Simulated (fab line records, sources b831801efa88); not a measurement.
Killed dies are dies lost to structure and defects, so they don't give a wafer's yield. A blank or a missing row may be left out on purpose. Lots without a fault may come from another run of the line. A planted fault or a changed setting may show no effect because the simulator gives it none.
Which tool did it? | flow sky130 | 12 lots, 36 wafers sampled, at 3 steps of a route of 708

WHAT THE GAUGES READ, wafer by wafer
SKY_GATE_OXIDE_THK_MEAS_02.
lot  | measured     | on            | GATE_OXIDE_OXIDATION_00_THK (nm)
L428 | day 12 19:13 | film_metro-03 | 10.50 10.43 10.47
L429 | day 13 11:04 | film_metro-03 | 10.05 10.08 10.00
L430 | day 13 17:22 | film_metro-01 | 10.23 10.23 10.25
L433 | day 14 13:31 | film_metro-03 | 10.61 10.64 10.73
L434 | day 15 07:02 | film_metro-04 | 10.43 10.43 10.42
L436 | day 16 00:17 | film_metro-03 | 10.08 10.19 10.22
L435 | day 16 00:19 | film_metro-04 | 10.15 10.15 10.16
L437 | day 16 08:44 | film_metro-03 | 10.24 10.25 10.12
L440 | day 17 07:01 | film_metro-03 | 10.14 10.35 10.34
L441 | day 17 16:35 | film_metro-04 | 10.37 10.58 10.57
L442 | day 18 04:19 | film_metro-04 | 9.96 10.02 10.16
L444 | day 19 03:05 | film_metro-04 | 10.27 10.38 10.38

SKY_LDD_LDN_TW_MEAS_13.
lot  | measured     | on            | LDD_LDN_TW
L428 | day 22 22:20 | film_metro-02 | 1463 1462 1459
L429 | day 23 16:30 | film_metro-02 | 1468 1462 1476
L430 | day 24 02:01 | film_metro-03 | 1480 1469 1482
L433 | day 24 21:12 | film_metro-03 | 1474 1482 1480
L434 | day 25 23:12 | film_metro-02 | 1472 1464 1467
L436 | day 26 09:59 | film_metro-03 | 1484 1482 1483
L435 | day 26 10:44 | film_metro-02 | 1466 1467 1468
L437 | day 26 20:04 | film_metro-02 | 1466 1464 1466
L440 | day 27 15:38 | film_metro-04 | 1505 1504 1514
L441 | day 28 01:07 | film_metro-02 | 1350 1354 1356 1354 1353 1353
L442 | day 28 16:50 | film_metro-04 | 1393 1389 1391 1393 1389 1391
L444 | day 29 09:56 | film_metro-02 | 1464 1463 1470

WHICH TOOL RAN EACH LOT (tool, then ch and the chambers of the sampled wafers, then the start)
lot  | SKY_LDD_LDN_IMPLANT_08
L428 | implanter-02 ch 0, day 22 21:38
L429 | implanter-01 ch 0, day 23 15:48
L430 | implanter-03 ch 0, day 24 01:20
L433 | implanter-02 ch 0, day 24 20:30
L434 | implanter-03 ch 0, day 25 22:30
L436 | implanter-01 ch 0, day 26 09:17
L435 | implanter-03 ch 0, day 26 10:04
L437 | implanter-02 ch 0, day 26 19:22
L440 | implanter-02 ch 0, day 27 14:57
L441 | implanter-02 ch 0, day 28 00:27
L442 | implanter-02 ch 0, day 28 16:09
L444 | implanter-03 ch 0, day 29 09:14
- SKY_LDD_LDN_IMPLANT_08

WHAT THE TOOLS THEMSELVES READ (means of the sampled wafers that have a number; where no wafer has one, the mark that the record gives instead)
SKY_LDD_LDN_IMPLANT_08.
lot  | tool         | dose_ions_cm2 | faraday_current_uA
L428 | implanter-02 | 1.2488e+13    | 72.0
L429 | implanter-01 | 1.2490e+13    | 71.0
L430 | implanter-03 | 1.2487e+13    | 69.3
L433 | implanter-02 | 1.2499e+13    | 70.9
L434 | implanter-03 | 1.2495e+13    | 70.2
L436 | implanter-01 | 1.2506e+13    | 70.7
L435 | implanter-03 | 1.2509e+13    | 71.2
L437 | implanter-02 | 1.2492e+13    | 69.9
L440 | implanter-02 | 1.2520e+13    | 71.2
L441 | implanter-02 | 1.2480e+12    | 7.0
L442 | implanter-02 | 1.2567e+12    | 7.0
L444 | implanter-03 | 1.2503e+13    | 70.4

THE ANSWER, worked out from the rows above alone
Rule: what is usual is taken from the lots themselves. Put in order of their means at a reading, lots are off if they are a third of the lots or fewer, leave a main group of 4 or more, and stand apart from it by a gap of 3 or more times the standard deviation of the main group's means; of several such gaps the widest counts. A main group whose means are all the same, to the digits that the tables above print for the reading, isn't used. A lot without any number at a reading at which 4 lots or more have one is off too. The other lots that the step has rows for count as sound. The gauges are gone through in route order, then the tools' own readings, and for those a lot's mean is taken as printed above. The first step at which some lot is off is used, and at that step the reading that is off furthest; a lot without a number counts as furthest.
Off: L441, L442, at SKY_LDD_LDN_TW_MEAS_13 (LDD_LDN_TW). The main group: mean 1474, standard deviation 13.
A tool fits if, at a process step before that reading, it ran every lot that is off, and no sound lot after the first of them. The gauges at SKY_LDD_LDN_TW_MEAS_13 aren't tried: what is off there is off at SKY_LDD_LDN_IMPLANT_08 too, on other tools, and a gauge's error can't cause that. One fits: implanter-02 at SKY_LDD_LDN_IMPLANT_08. Its last sound lot is L440 (day 27 14:57), its first lot that is off L441 (day 28 00:27): a fault that began between those two fits.
The tool's own readings at SKY_LDD_LDN_IMPLANT_08 bear it out: on the lots that are off they differ by more than 5 times the standard deviation of the sound lots' means. dose_ions_cm2 reads 1.2524e+12 there against 1.2499e+13 on the sound lots; faraday_current_uA reads 7.0 there against 70.7 on the sound lots.

WHAT THE SIMULATOR HAD PUT IN
Process parameter drift: implanter-02, from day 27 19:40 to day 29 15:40, at SKY_LDD_LDN_IMPLANT_08. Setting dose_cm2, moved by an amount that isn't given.
Lots struck among those shown: L441, L442. The rule above found the same.
